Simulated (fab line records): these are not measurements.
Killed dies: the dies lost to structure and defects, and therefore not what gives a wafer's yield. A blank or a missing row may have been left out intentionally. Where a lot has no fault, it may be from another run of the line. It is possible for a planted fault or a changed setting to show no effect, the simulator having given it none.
fab line records -- flow sky130
record: lots: 7, wafers: 21, lastDay: 50
route steps=708 shown GATE_OXIDE@200 POLY_GATE@204 RES_PROTECT@206 PAD_OPEN@708
lots that met no fault: taken from a fault-free run of the same line
startH: start of the lot's first displayed wafer, in hours after the record's first day -- waitH: how many hours have passed since the lot's step before this one -- " identical to the entry in the row above -- L1.1+2: a row that stands for several wafers -- - either no value or no given start -- * or withheld: withheld -- < > ~ a bound
route shown NAME@n: names a module that has steps shown in the file, with the first one's number in the route -- usual: average and standard deviation across the fault-free wafers -- same: alike in all rows -- chamber/n: place in a boat -- sites: the reading at each site -- _std_site: standard deviation across them -- _edge_site: mean of outer sites minus mean of inner sites -- radiusMm: for every site, how far away it sits from the centre of the wafer -- mask NAME#n: copy n -- behind: tool/chamber where the wafer was last shaped -- hold: the reason the lot was held/the length of the hold in hours/how it ended -- device: transistor that didn't switch, given as n, p or np -- end of line: at the end of the route, the tests of the same wafers -- where a step has no rows: the recipe by itself -- killed: the dies lost at the first sort to structure and to defects; this is not the yield of the wafer -- map: the dies of a wafer, with x for killed, . for not killed, _ for no die there
set.NAME: the setting the step ran with; set.NAME@STEP: the setting that earlier step ran with -- model.NAME: the simulator's own value behind a step, which no gauge read
lots seen at some steps along the route; tables by step, rows by wafer
services: from which hour (startH, from the record's first day; less than 0 if before it) a tool's chamber was out of use, for how many hours, and why
== steps ==
step: SKY_GATE_OXIDE_STRIP_13
recipe: chemistry: O2/N2, powerW: 1400, pressureMtorr: 1500, platenTempC: withheld, o2FlowSccm: 3000, n2FlowSccm: 300, overashFraction: 0.5
usual: drypumpMotorCurrentA: 5.6/0.49, oesProductAu: 0.715/0.0047, stripTimeToEndpointS: 14.18/0.036
same: overashFraction: 0.5
lot.wafer,tool,chamber,startH,waitH,drypumpMotorCurrentA,oesProductAu,rfHoursCounterH,stripTimeToEndpointS
L728.1,plasmaAsher-01,0,311.90,0.0,5.0,0.722,64,14.17
L728.5,plasmaAsher-01,0,311.90,0.0,5.0,0.715,-,14.14
L728.6,plasmaAsher-01,1,311.90,0.0,6.1,0.718,-,14.15
L733.2,plasmaAsher-01,1,352.20,0.0,6.1,0.725,68,14.21
L733.3,plasmaAsher-01,1,352.20,0.0,6.1,0.707,-,14.22
L733.5,plasmaAsher-01,1,352.20,0.0,6.1,0.711,-,14.22
L741.1,plasmaAsher-04,1,424.99,0.0,6.3,0.710,61,14.13
L741.2,plasmaAsher-04,0,424.99,0.0,5.0,0.705,61,14.17
L741.3,plasmaAsher-04,0,424.99,0.0,5.0,0.719,-,14.17
L742.4,plasmaAsher-03,0,430.78,0.0,5.5,0.714,-,14.15
L742.5,plasmaAsher-03,0,430.78,0.0,5.5,0.712,-,14.18
L742.6,plasmaAsher-03,1,430.78,0.0,5.8,0.719,-,14.20
L744.2,plasmaAsher-04,0,442.85,0.0,5.0,0.718,63,14.18
L744.3,plasmaAsher-04,0,442.85,0.0,5.0,0.722,-,14.15
L744.4,plasmaAsher-04,1,442.85,0.0,6.4,0.713,-,14.14
L750.1,plasmaAsher-03,0,500.49,0.0,5.6,0.710,76,14.19
L750.5,plasmaAsher-03,0,500.49,0.0,5.6,0.710,-,14.16
L750.6,plasmaAsher-03,1,500.49,0.0,5.8,0.712,-,14.15
L751.3,plasmaAsher-03,1,505.89,0.0,5.8,0.715,-,14.20
L751.4,plasmaAsher-03,0,505.89,0.0,5.6,0.715,-,14.22
L751.5,plasmaAsher-03,1,505.89,0.0,5.8,0.714,-,14.16
step: SKY_GATE_OXIDE_TW_MEAS_14
usual: GATE_OXIDE_TW: 225.5/1.2
lot.wafer,tool,chamber,startH,waitH,GATE_OXIDE_TW
L728.1,filmMetro-02,-,312.00,0.1,223.3
L728.5,filmMetro-02,-,312.00,0.1,223.5
L728.6,filmMetro-02,-,312.00,0.1,224.2
L733.2,filmMetro-04,-,352.31,0.1,225.8
L733.3,filmMetro-04,-,352.31,0.1,225.7
L733.5,filmMetro-04,-,352.31,0.1,225.0
L741.1,filmMetro-02,-,425.09,0.1,225.5
L741.2,filmMetro-02,-,425.09,0.1,225.8
L741.3,filmMetro-02,-,425.09,0.1,225.7
L742.4,filmMetro-02,-,430.88,0.1,225.0
L742.5,filmMetro-02,-,430.88,0.1,225.2
L742.6,filmMetro-02,-,430.88,0.1,225.6
L744.2,filmMetro-04,-,442.96,0.1,226.3
L744.3,filmMetro-04,-,442.96,0.1,224.8
L744.4,filmMetro-04,-,442.96,0.1,226.1
L750.1,filmMetro-01,-,500.59,0.1,226.1
L750.5,filmMetro-01,-,500.59,0.1,227.5
L750.6,filmMetro-01,-,500.59,0.1,227.1
L751.3,filmMetro-01,-,505.97,0.1,226.3
L751.4,filmMetro-01,-,505.97,0.1,226.2
L751.5,filmMetro-01,-,505.97,0.1,226.0
step: SKY_GATE_OXIDE_CLEAN_15
recipe: chemistry: SC1/SC2, mix: 1:4:20, tempC: 70, timeS: 150, dry: n2Spin
step: SKY_GATE_OXIDE_OXIDATION_16
recipe: tempC: 800, ambient: O2, idleTempC: 700, rampUpCPerMin: 10, rampDownCPerMin: 3, stabiliseS: 600, purgeS: 300, targetThkA: 35.7, oxTimeS: 1915
step: SKY_POLY_GATE_CVD_00
recipe: material: poly-Si, targetThkNm: 180, tempC: 620, timeS: 720, pressureMtorr: 200
step: SKY_POLY_GATE_THK_MEAS_01
recipe: reads: poly-Si_of_POLY_GATE_CVD_00
usual: POLY_GATE_CVD_00_THK: 180.0/1.6
lot.wafer,tool,chamber,startH,waitH,POLY_GATE_CVD_00_THK[nm]
L728.1,filmMetro-03,-,314.84,0.0,181.8
L728.5,filmMetro-03,-,314.84,0.0,179.1
L728.6,filmMetro-03,-,314.84,0.0,179.6
L733.2,filmMetro-02,-,356.15,0.0,178.2
L733.3,filmMetro-02,-,356.15,0.0,177.7
L733.5,filmMetro-02,-,356.15,0.0,178.6
L741.1,filmMetro-02,-,429.36,0.0,182.1
L741.2,filmMetro-02,-,429.36,0.0,180.5
L741.3,filmMetro-02,-,429.36,0.0,182.1
L742.4,filmMetro-02,-,438.50,0.0,179.2
L742.5,filmMetro-02,-,438.50,0.0,179.6
L742.6,filmMetro-02,-,438.50,0.0,179.9
L744.2,filmMetro-02,-,446.38,0.0,179.0
L744.3,filmMetro-02,-,446.38,0.0,178.3
L744.4,filmMetro-02,-,446.38,0.0,178.7
L750.1,filmMetro-01,-,503.43,0.0,178.4
L750.5,filmMetro-01,-,503.43,0.0,177.5
L750.6,filmMetro-01,-,503.43,0.0,178.1
L751.3,filmMetro-03,-,508.82,0.0,180.8
L751.4,filmMetro-03,-,508.82,0.0,180.7
L751.5,filmMetro-03,-,508.82,0.0,179.4
step: SKY_RES_PROTECT_DEHYDRATE_00
recipe: tempC: 200, timeS: 60
step: SKY_RES_PROTECT_HMDS_01
recipe: primeTimeS: 60, primeTempC: 120
step: SKY_RES_PROTECT_COAT_02
recipe: resist: NOVOLAK, spinRpm: 3000, resistThkNm: 1140
step: SKY_RES_PROTECT_SOFTBAKE_03
recipe: tempC: 90, timeS: 60, resist: NOVOLAK
step: SKY_RES_PROTECT_EXPOSE_04
recipe: maskId: RPM, na: 0.6, sourceShape: conventional, sigmaOuter: 0.6, polarization: unpolarized, targetCdNm: 1270, doseMj: 131
step: SKY_RES_PROTECT_PEB_05
recipe: tempC: withheld, timeS: *, resist: NOVOLAK
step: SKY_RES_PROTECT_DEVELOP_06
recipe: resist: NOVOLAK, developer: TMAH, developTimeS: 60, devTempC: 23
lot.wafer,tool,chamber,startH,waitH
L728.1+5+6,lithoTrack-04,0,341.18,0.1
L733.2+3+5,lithoTrack-01,0,383.92,0.1
L741.1+2+3,lithoTrack-04,0,460.28,0.1
L742.4+5+6,lithoTrack-04,0,469.81,0.1
L744.2+3+4,lithoTrack-04,0,478.11,0.1
L750.1+5+6,lithoTrack-01,0,534.55,0.1
L751.3+4+5,lithoTrack-02,0,540.41,0.1
step: SKY_POLY_GATE_IMPLANT_02
recipe: species: P, energyKev: 30, doseCm2: 7.7e+15, tiltDeg: 0
step: SKY_RES_PROTECT_STRIP_07
recipe: chemistry: O2/N2, powerW: 1400, pressureMtorr: 1500, platenTempC: withheld, o2FlowSccm: 3000, n2FlowSccm: 300, overashFraction: 0.5
usual: drypumpMotorCurrentA: 5.6/0.39, oesProductAu: 0.517/0.0045, stripTimeToEndpointS: 23.30/0.048
same: overashFraction: 0.5
lot.wafer,tool,chamber,startH,waitH,drypumpMotorCurrentA,oesProductAu,rfHoursCounterH,stripTimeToEndpointS
L728.1,plasmaAsher-04,0,341.48,0.1,5.0,0.517,53,23.22
L728.5,plasmaAsher-04,0,341.48,0.1,5.0,0.517,-,23.21
L728.6,plasmaAsher-04,1,341.48,0.1,6.4,0.521,-,23.27
L733.2,plasmaAsher-04,1,384.20,0.1,6.3,0.518,57,23.30
L733.3,plasmaAsher-04,0,384.20,0.1,5.0,0.518,-,23.29
L733.5,plasmaAsher-04,0,384.20,0.1,5.0,0.516,-,23.33
L741.1,plasmaAsher-02,0,460.58,0.1,5.3,0.510,34,23.29
L741.2,plasmaAsher-02,1,460.58,0.1,5.6,0.522,34,23.31
L741.3,plasmaAsher-02,0,460.58,0.1,5.3,0.513,-,23.34
L742.4,plasmaAsher-04,1,470.07,0.1,6.3,0.511,-,23.22
L742.5,plasmaAsher-04,1,470.07,0.1,6.3,0.522,-,23.25
L742.6,plasmaAsher-04,0,470.07,0.1,5.0,0.522,-,23.26
L744.2,plasmaAsher-03,1,478.38,0.1,5.8,0.515,74,23.30
L744.3,plasmaAsher-03,1,478.38,0.1,5.8,0.520,-,23.28
L744.4,plasmaAsher-03,0,478.38,0.1,5.6,0.517,-,23.34
L750.1,plasmaAsher-03,0,534.85,0.1,5.5,0.521,80,23.33
L750.5,plasmaAsher-03,1,534.85,0.1,5.8,0.523,-,23.36
L750.6,plasmaAsher-03,0,534.85,0.1,5.5,0.516,-,23.41
L751.3,plasmaAsher-03,0,540.70,0.1,5.6,0.523,-,23.24
L751.4,plasmaAsher-03,1,540.70,0.1,5.7,0.521,-,23.25
L751.5,plasmaAsher-03,1,540.70,0.1,5.8,0.520,-,23.22
step: SKY_RES_PROTECT_TW_MEAS_08
usual: POLY_GATE_TW: 4054/23
lot.wafer,tool,chamber,startH,waitH,POLY_GATE_TW
L728.1,filmMetro-02,-,341.58,0.1,4029
L728.5,filmMetro-02,-,341.58,0.1,4043
L728.6,filmMetro-02,-,341.58,0.1,4032
L733.2,filmMetro-04,-,384.31,0.1,4079
L733.3,filmMetro-04,-,384.31,0.1,4087
L733.5,filmMetro-04,-,384.31,0.1,4067
L741.1,filmMetro-03,-,460.68,0.1,4028
L741.2,filmMetro-03,-,460.68,0.1,79
L741.3,filmMetro-03,-,460.68,0.1,4008
L742.4,filmMetro-03,-,470.20,0.1,4060
L742.5,filmMetro-03,-,470.20,0.1,4050
L742.6,filmMetro-03,-,470.20,0.1,79
L744.2,filmMetro-02,-,478.49,0.1,80
L744.3,filmMetro-02,-,478.49,0.1,4057
L744.4,filmMetro-02,-,478.49,0.1,4076
L750.1,filmMetro-03,-,534.95,0.1,4041
L750.5,filmMetro-03,-,534.95,0.1,4042
L750.6,filmMetro-03,-,534.95,0.1,4038
L751.3,filmMetro-02,-,540.78,0.1,4070
L751.4,filmMetro-02,-,540.78,0.1,4069
L751.5,filmMetro-02,-,540.78,0.1,4065
step: SKY_RES_PROTECT_CLEAN_09
recipe: chemistry: SC1/SC2, mix: 1:4:20, tempC: 70, timeS: 150, dry: n2Spin
step: SKY_PAD_OPEN_PROBE_99
usual: killed_at_M0_to_M3: 43/7.1, killed_at_M4_up: 3.2/1.9, killedAtContacts: 23/5.1, killedAtFrontEnd: 15/4.5, killedAtOther: 0.4/0.65, killedDies: 85/9.4, killedOnRim: 17/4, killedOpen: 47/6.8, killedShort: 38/6.1
same: grossDies: 492, killedAtBackSide: 0
lot.wafer,tool,chamber,startH,waitH,killed_at_M0_to_M3,killed_at_M4_up,killedAtContacts,killedAtFrontEnd,killedAtOther,killedDies,killedOnRim,killedOpen,killedShort
L728.1,prober-02,-,1082.61,0.1,43,6,23,11,1,84,17,42,42
L728.5,prober-02,-,1082.81,0.2,42,6,28,11,0,87,17,57,30
L728.6,prober-02,-,1082.86,0.2,48,2,19,23,0,92,14,48,44
L733.2,prober-01,-,1118.39,0.1,39,2,28,9,1,79,18,41,36
L733.3,prober-01,-,1118.44,0.2,29,2,17,20,0,68,9,40,27
L733.5,prober-01,-,1118.54,0.2,30,2,14,24,0,70,12,40,30
L741.1,prober-01,-,1162.92,0.1,32,7,19,20,0,78,14,42,35
L741.2,prober-01,-,1162.97,0.1,43,2,22,15,234,316,32,43,39
L741.3,prober-01,-,1163.02,0.2,36,0,22,18,0,76,14,41,35
L742.4,prober-01,-,1171.62,0.2,29,4,17,15,0,65,17,38,27
L742.5,prober-01,-,1171.67,0.2,44,4,18,17,1,84,15,45,38
L742.6,prober-01,-,1171.72,0.2,50,6,16,14,229,315,35,41,45
L744.2,prober-02,-,1177.36,0.1,37,0,28,8,243,316,34,39,34
L744.3,prober-02,-,1177.41,0.2,50,2,26,21,0,99,18,56,43
L744.4,prober-02,-,1177.46,0.2,45,2,29,13,0,89,15,51,38
L750.1,prober-02,-,1203.68,0.1,52,6,33,9,0,100,21,59,41
L750.5,prober-02,-,1203.88,0.2,34,4,17,5,0,60,15,43,17
L750.6,prober-02,-,1203.93,0.2,47,3,23,17,0,90,14,41,49
L751.3,prober-02,-,1206.13,0.2,35,4,31,13,1,84,15,39,44
L751.4,prober-02,-,1206.18,0.2,47,4,24,13,0,88,16,45,43
L751.5,prober-02,-,1206.23,0.2,34,1,18,24,0,77,13,41,36
killed by level:class
L728.1 VIA1:geometricParticle:open=12 VIA3:geometricParticle:open=8 CONTACT:geometricParticle:open=7 METAL4:geometricParticle:short=6 VIA3:geometricParticle:short=6 LOCAL_INTERCONNECT:geometricParticle:short=5 LI_CONTACT:geometricParticle:open=4 POLY_GATE:geometricParticle:short=4
L728.5 VIA1:geometricParticle:open=12 VIA3:geometricParticle:open=11 LI_CONTACT:geometricParticle:open=9 CONTACT:geometricParticle:open=8 CONTACT:geometricParticle:short=6 FIELD_ISO:geometricParticle:open=5 VIA1:geometricParticle:short=4 VIA2:geometricParticle:open=4
L728.6 VIA1:geometricParticle:open=12 FIELD_ISO:geometricParticle:open=8 METAL1:geometricParticle:short=7 VIA2:geometricParticle:open=7 POLY_GATE:geometricParticle:short=6 VIA1:geometricParticle:short=6 CONTACT:geometricParticle:open=6 LI_CONTACT:geometricParticle:open=5
L733.2 VIA1:geometricParticle:open=8 LI_CONTACT:geometricParticle:open=7 CONTACT:geometricParticle:open=7 LOCAL_INTERCONNECT:geometricParticle:short=6 CONTACT:geometricParticle:short=5 VIA2:geometricParticle:open=5 VIA3:geometricParticle:open=5 METAL1:geometricParticle:short=4
L733.3 FIELD_ISO:geometricParticle:open=7 LI_CONTACT:geometricParticle:open=7 CONTACT:geometricParticle:open=7 VIA1:geometricParticle:open=7 FIELD_ISO:geometricParticle:short=4 POLY_GATE:geometricParticle:short=4 VIA2:geometricParticle:open=4 POLY_GATE:geometricParticle:open=3
L733.5 FIELD_ISO:geometricParticle:open=10 VIA3:geometricParticle:open=8 VIA1:geometricParticle:open=7 FIELD_ISO:geometricParticle:short=5 POLY_GATE:geometricParticle:short=5 CONTACT:geometricParticle:open=5 CONTACT:geometricParticle:short=5 VIA2:geometricParticle:open=5
L741.1 CONTACT:geometricParticle:open=10 VIA3:geometricParticle:open=10 METAL4:geometricParticle:short=6 FIELD_ISO:geometricParticle:short=5 POLY_GATE:geometricParticle:short=5 FIELD_ISO:geometricParticle:open=4 VIA3:geometricParticle:short=4 VIA2:geometricParticle:open=4
L741.2 RES_PROTECT:areaDevelop=234 VIA1:geometricParticle:open=11 CONTACT:geometricParticle:open=7 VIA3:geometricParticle:open=7 VIA2:geometricParticle:open=6 LOCAL_INTERCONNECT:geometricParticle:short=6 FIELD_ISO:geometricParticle:short=5 METAL1:geometricParticle:short=5
L741.3 VIA1:geometricParticle:open=8 VIA3:geometricParticle:open=8 CONTACT:geometricParticle:open=7 FIELD_ISO:geometricParticle:open=5 POLY_GATE:geometricParticle:short=5 LI_CONTACT:geometricParticle:open=5 CONTACT:geometricParticle:short=5 METAL1:geometricParticle:short=5
L742.4 LI_CONTACT:geometricParticle:open=5 CONTACT:geometricParticle:open=5 VIA3:geometricParticle:open=5 CONTACT:geometricParticle:short=4 VIA1:geometricParticle:open=4 VIA2:geometricParticle:open=4 FIELD_ISO:geometricParticle:short=3 FIELD_ISO:geometricParticle:open=3
L742.5 VIA1:geometricParticle:open=10 CONTACT:geometricParticle:open=7 VIA3:geometricParticle:open=7 FIELD_ISO:geometricParticle:open=5 CONTACT:geometricParticle:short=5 METAL1:geometricParticle:short=5 VIA2:geometricParticle:short=4 VIA3:geometricParticle:short=4
L742.6 RES_PROTECT:areaDevelop=229 VIA2:geometricParticle:open=8 VIA3:geometricParticle:open=8 VIA1:geometricParticle:open=7 VIA1:geometricParticle:short=6 VIA2:geometricParticle:short=6 FIELD_ISO:geometricParticle:short=5 METAL1:geometricParticle:short=5
L744.2 RES_PROTECT:areaDevelop=243 CONTACT:geometricParticle:open=10 LI_CONTACT:geometricParticle:open=8 VIA1:geometricParticle:open=7 METAL2:geometricParticle:short=7 VIA2:geometricParticle:short=5 VIA1:geometricParticle:short=5 LOCAL_INTERCONNECT:geometricParticle:short=4
L744.3 VIA2:geometricParticle:open=12 CONTACT:geometricParticle:open=9 VIA1:geometricParticle:open=7 VIA3:geometricParticle:open=7 POLY_GATE:geometricParticle:open=6 POLY_GATE:geometricParticle:short=5 LOCAL_INTERCONNECT:geometricParticle:short=5 METAL1:geometricParticle:short=5
L744.4 CONTACT:geometricParticle:open=12 VIA3:geometricParticle:open=11 LI_CONTACT:geometricParticle:open=7 METAL2:geometricParticle:short=7 VIA1:geometricParticle:short=6 VIA1:geometricParticle:open=6 CONTACT:geometricParticle:short=5 POLY_GATE:geometricParticle:open=4
L750.1 CONTACT:geometricParticle:open=12 VIA2:geometricParticle:open=11 VIA1:geometricParticle:open=11 LOCAL_INTERCONNECT:geometricParticle:short=8 METAL1:geometricParticle:short=7 LI_CONTACT:geometricParticle:open=6 CONTACT:geometricParticle:short=5 VIA3:geometricParticle:open=5
L750.5 VIA3:geometricParticle:open=10 VIA1:geometricParticle:open=9 CONTACT:geometricParticle:open=7 VIA2:geometricParticle:open=6 LI_CONTACT:geometricParticle:open=3 VIA1:geometricParticle:short=3 METAL4:geometricParticle:open=2 FIELD_ISO:geometricParticle:open=2
L750.6 VIA1:geometricParticle:open=9 VIA1:geometricParticle:short=8 FIELD_ISO:geometricParticle:open=7 FIELD_ISO:geometricParticle:short=7 LI_CONTACT:geometricParticle:short=5 LI_CONTACT:geometricParticle:open=5 CONTACT:geometricParticle:short=5 VIA3:geometricParticle:open=5
L751.3 CONTACT:geometricParticle:open=14 FIELD_ISO:geometricParticle:short=7 METAL1:geometricParticle:short=6 VIA1:geometricParticle:open=6 CONTACT:geometricParticle:short=5 VIA1:geometricParticle:short=5 FIELD_ISO:geometricParticle:open=4 LI_CONTACT:geometricParticle:short=4
L751.4 VIA1:geometricParticle:open=10 LI_CONTACT:geometricParticle:open=9 VIA3:geometricParticle:open=7 CONTACT:geometricParticle:open=6 METAL1:geometricParticle:short=6 VIA1:geometricParticle:short=6 METAL2:geometricParticle:short=6 CONTACT:geometricParticle:short=5
L751.5 FIELD_ISO:geometricParticle:short=10 VIA3:geometricParticle:open=7 FIELD_ISO:geometricParticle:open=6 LI_CONTACT:geometricParticle:open=6 CONTACT:geometricParticle:short=5 VIA1:geometricParticle:open=5 POLY_GATE:geometricParticle:open=4 CONTACT:geometricParticle:open=4
map L741.2 (x killed, . not)
__________x.x.x.x.xx_________
________xxxxxx....x..._______
______..x.xxxxxxxx..xx.x_____
_____xx.xxxxxxxxxxx....xx____
____.xxxxxxxxxxxx.xxxxxxxx___
___..xxx.xxxx.xxxxxxxx.xxx.__
__..x...xxxxxxxxxxxxxxxxx.x._
_x.x.xxx..xxx.xxxxxxxxxxxx...
_.x.x.xxxxxxxxxxxxxxxxx.x....
_.xxxxxxxxxxx.xxxxxxxxxx.....
_.xx.xxx.xxxxxxxxxxxxxxx.xx..
_..x.x.xxxxxxxxxxxxxxx.xxx.x.
_....xxxxxxxxxxxxxxxxx..x..xx
_x.xxxxxxxxx.xxxxxxx.xxxx..x.
_.x.x.x.xxxxxx.xxxx.xx.x...xx
__..xxxxxxxx.xxx.xxxxxx.x..._
___....x.x.xxxxx.xxx..x.x..__
____......x....xxx.xx.....___
_____.xxx.x.x.x..xx..x...____
______......xxx.x......._____
________..x...xx......_______
__________..x.x...x._________
map L742.6 (x killed, . not)
__________.xx...xxxx_________
________.....xxxxxxxx._______
______.x.xx.x.x.xx....x._____
_____.xxxx.xxxxxxxxxxx..x____
____xxxx.xxxxxxxx.xxxxx.xx___
___x..xxxxxxxxxxxx.xxx...x.__
__.x..x.xxxxxxxxxxxxx.x.x..x_
_..xxxxxxxxxxxxxxxxx.xxxx...x
_.x.xx.xx.xxxxxxxxxxxx.xxxx..
_xx.xxxxxxxxxxxxxxxxxxxxx..x.
_.x.xxxxxxxxxxxxxx..x.x.xxxxx
_xx..x.xxxxxxx.xxxxxxxx.x..x.
_...xx.xx.x.xxxxxxxxx.x.xxx.x
_..xx.xxxxxxxxxxxxxx..xxxxx..
_....x..xxxxxxxxxxxxxx.x....x
__x.x.xxxx.xxxxxxxxxxx..x.x._
___.....xx..xxx.xxxxx....xx__
____....xxx.....xx...x....___
_____x.xx.xx..xxx..x.x.x.____
______..xxx.x.........x._____
________......x..xx..._______
__________x........._________
== services ==
tool,chamber,startH,hours,kind
plasmaAsher-04,-,308.00,13.5,repair
plasmaAsher-03,-,350.24,0.6,repair
plasmaAsher-04,-,353.76,5.7,repair
plasmaAsher-03,-,418.02,2.5,repair
plasmaAsher-01,-,421.30,9.0,pm
plasmaAsher-01,0,421.30,9.0,ventCycle
plasmaAsher-01,1,421.30,9.0,ventCycle
plasmaAsher-01,0,430.30,-,clean
plasmaAsher-01,1,430.30,-,clean
plasmaAsher-02,-,470.95,2.8,repair
plasmaAsher-02,-,486.84,1.7,repair
plasmaAsher-04,-,491.31,12.9,repair
plasmaAsher-01,-,502.49,1.0,repair
== key ==
firstSign: step: SKY_RES_PROTECT_TW_MEAS_08, reading: POLY_GATE_TW, direction: down, sigmas: 99+, usual: 4054, struck: 80
effect: step: SKY_PAD_OPEN_PROBE_99, reading: killedAtOther, direction: up, sigmas: 99+, usual: 0.4, struck: 235.3
moreKillsBornAt: SKY_RES_PROTECT_DEVELOP_06@lithoTrack-04: 706
metAt SKY_RES_PROTECT_DEVELOP_06
struckWafers L741.2,L742.6,L744.2
testerLeftOut L741,L742,L744
onsetBetween 341.18 460.28
fault: kind: processParameterDrift, tool: lithoTrack-04, chamber: -, onsetH: 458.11, steps: SKY_RES_PROTECT_DEVELOP_06, channel: developTimeS, offset: *, shape: step, endH: 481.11, scope: struckWafersOnly, actsIn: *, stated: *
testerLeftOut: of these lots the tester's yield and bins aren't shown, on N5 and GAA mostly nor the transistor test; their killed dies are dies lost to structure and defects alone, not to doping, threshold or leakage, so they don't give the yield
